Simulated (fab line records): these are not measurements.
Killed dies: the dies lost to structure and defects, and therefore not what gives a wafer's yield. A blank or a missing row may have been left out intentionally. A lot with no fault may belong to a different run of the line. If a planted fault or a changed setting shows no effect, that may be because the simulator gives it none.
Which tool did it?	flow gf180mcu	42 wafers from 14 lots sampled at 5 of the route's 602 steps

WHAT EACH GAUGE READ, for each wafer
GF_NWELL_TW_MEAS_11.
lot	measured	on	NWELL_TW
L453	day 3 13:10	filmMetro-03	1578 1572 1567
L454	day 3 16:33	filmMetro-02	1570 1584 1573
L455	day 3 23:44	filmMetro-04	1589 1586 1589
L457	day 4 13:29	filmMetro-04	1580 1579 1575
L456	day 4 13:50	filmMetro-04	1577 1582 1577
L460	day 5 10:45	filmMetro-04	1587 1592 1585
L461	day 5 16:51	filmMetro-02	1569 1571 1574
L463	day 5 23:03	filmMetro-02	1563 1567 1567
L470	day 7 10:29	filmMetro-03	2014 2024 2014 2027 2025 2017
L471	day 7 16:56	filmMetro-03	2017 2007 2009 2006 2019 2017
L472	day 7 21:17	filmMetro-02	1596 1584 1582
L473	day 8 01:34	filmMetro-03	1572 1570 1574
L474	day 8 08:12	filmMetro-03	1564 1573 1568
L475	day 8 15:59	filmMetro-02	1578 1582 1580

GF_LVPWELL_OVL_MEAS_07.
lot	measured	on	LVPWELL_OVL (nm)
L453	day 4 01:38	overlay-02	0.4 -0.4 -0.8
L454	day 4 04:37	overlay-01	1.6 0.3 2.2
L455	day 4 12:07	overlay-01	2.4 1.9 1.9
L457	day 5 03:28	overlay-01	1.4 2.9 0.8
L456	day 5 03:31	overlay-02	1.6 1.7 0.4
L460	day 6 01:22	overlay-01	0.3 -0.3 1.3
L461	day 6 07:40	overlay-02	1.5 2.1 2.0
L463	day 6 13:46	overlay-02	-0.5 0.3 -1.6
L472	day 8 12:55	overlay-02	1.9 -0.5 1.2
L473	day 8 17:16	overlay-01	2.5 -0.3 0.5
L474	day 9 00:58	overlay-01	2.2 2.4 3.0
L475	day 9 09:01	overlay-01	0.8 1.7 0.8

GF_MVSD_TW_MEAS_11.
lot	measured	on	MVSD_TW
L453	day 4 16:00	filmMetro-02	1590 1580 1578
L454	day 4 18:26	filmMetro-04	1579 1586 1584
L455	day 5 03:14	filmMetro-03	1566 1577 1574
L457	day 5 18:38	filmMetro-04	1590 1594 1593
L456	day 5 19:05	filmMetro-04	1596 1592 1594
L460	day 6 17:32	filmMetro-04	1600 1597 1608
L461	day 6 23:59	filmMetro-04	1596 1607 1589
L463	day 7 05:33	filmMetro-02	1583 1590 1583
L472	day 9 06:38	filmMetro-02	1594 1591 1599
L473	day 9 11:52	filmMetro-02	1595 1590 1588
L474	day 9 18:38	filmMetro-03	1586 1572 1575
L475	day 10 03:23	filmMetro-02	1577 1576 1578

GF_HV_LDD_THK_MEAS_55.
lot	measured	on	HV_LDD_CVD_54_THK (nm)
L453	day 12 19:54	filmMetro-03	9.94 9.89 9.90
L454	day 12 22:25	filmMetro-03	9.88 9.95 9.89
L455	day 13 14:41	filmMetro-04	9.91 9.89 10.08
L457	day 14 10:40	filmMetro-04	10.13 9.91 10.15
L456	day 14 13:44	filmMetro-02	10.04 10.00 9.94
L460	day 15 23:05	filmMetro-03	10.20 10.09 10.14
L461	day 16 06:08	filmMetro-04	9.81 9.98 9.91
L463	day 16 12:35	filmMetro-03	9.88 9.81 9.79
L472	day 19 00:10	filmMetro-02	10.10 9.97 9.95
L473	day 19 14:57	filmMetro-02	9.97 9.97 10.09
L474	day 19 20:11	filmMetro-04	10.14 10.13 10.06
L475	day 20 17:34	filmMetro-03	9.94 10.01 9.98

EACH LOT AND THE TOOL THAT RAN IT (in order: tool; ch and the chambers of the sampled wafers; start)
lot	GF_NWELL_IMPLANT_09
L453	implanter-01 ch 0, day 3 12:56
L454	implanter-04 ch 0, day 3 16:18
L455	implanter-03 ch 0, day 3 23:29
L457	implanter-04 ch 0, day 4 13:14
L456	implanter-03 ch 0, day 4 13:35
L460	implanter-04 ch 0, day 5 10:31
L461	implanter-04 ch 0, day 5 16:36
L463	implanter-03 ch 0, day 5 22:49
L470	implanter-03 ch 0, day 7 10:14
L471	implanter-03 ch 0, day 7 16:41
L472	implanter-01 ch 0, day 7 21:02
L473	implanter-01 ch 0, day 8 01:20
L474	implanter-04 ch 0, day 8 07:57
L475	implanter-04 ch 0, day 8 15:44
- GF_NWELL_IMPLANT_09

WHAT THE TOOLS THEMSELVES READ (means of the sampled wafers that have a number; where no wafer has one, the mark that the record gives instead)
GF_NWELL_IMPLANT_09.
lot	tool	beamEnergyKeV	doseIonsCm2	faradayCurrentUA	tiltDeg (degrees)
L453	implanter-01	159.99	4e+12	22.1	0.035
L454	implanter-04	160.03	4e+12	22.6	0.000
L455	implanter-03	160.01	4e+12	22.5	0.001
L457	implanter-04	160.02	4e+12	23.0	0.010
L456	implanter-03	160.04	4e+12	22.3	-0.001
L460	implanter-04	159.96	4e+12	22.8	0.018
L461	implanter-04	159.93	4e+12	22.8	0.000
L463	implanter-03	159.99	4e+12	22.9	-0.009
L470	implanter-03	159.97	4e+13	206.7	0.004
L471	implanter-03	159.95	4e+13	208.2	0.005
L472	implanter-01	160.05	4e+12	22.4	0.008
L473	implanter-01	160.02	4e+12	22.5	0.015
L474	implanter-04	160.04	4e+12	22.4	0.045
L475	implanter-04	159.99	4e+12	22.7	-0.008

THE ANSWER, worked out from the rows above alone
Rule: the lots themselves supply what counts as usual. The widest of any qualifying gaps counts: lots, ordered by their means at a reading, are off when they make up no more than a third of the lots, leave a main group of 4 or more, and stand apart from it by 3 or more times the standard deviation of that group's means. The tables above print the reading to a certain number of digits; a main group whose means all agree to those digits is not used. Also off: a lot with no number at a reading for which 4 or more lots have one. Where the step has rows for the other lots, those lots are counted as sound. The gauges are gone through in route order, then the tools' own readings, and for those a lot's mean is taken as printed above. The first step at which some lot is off is used, and at that step the reading that is off furthest; a lot without a number counts as furthest.
Off: L470, L471, at GF_NWELL_TW_MEAS_11 (NWELL_TW). Mean 1577 and standard deviation 7.3 in the main group.
If a tool, at a process step before that reading, ran all the lots that are off and no sound lot after the first of them, it fits. Not tried: the gauges at GF_NWELL_TW_MEAS_11; whatever is off there is also off at GF_NWELL_IMPLANT_09, on other tools, and gauge error can't account for it. One fits: GF_NWELL_IMPLANT_09 on implanter-03. Its last sound lot is L463 (day 5 22:49), its first lot that is off L470 (day 7 10:14): a fault that began between those two fits.
The tool's own readings at GF_NWELL_IMPLANT_09 bear it out: on the lots that are off they differ by more than 5 times the standard deviation of the sound lots' means. doseIonsCm2 reads 4e+13 there against 4e+12 on the sound lots; faradayCurrentUA reads 207.4 there against 22.6 on the sound lots.

WHAT THE SIMULATOR HAD PUT IN
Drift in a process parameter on implanter-03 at GF_NWELL_IMPLANT_09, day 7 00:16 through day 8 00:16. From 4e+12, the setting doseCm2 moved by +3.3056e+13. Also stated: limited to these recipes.
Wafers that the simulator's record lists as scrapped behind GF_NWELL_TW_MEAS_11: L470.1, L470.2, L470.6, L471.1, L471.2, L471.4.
Lots struck among those shown: L470, L471. The rule given above showed the same thing.
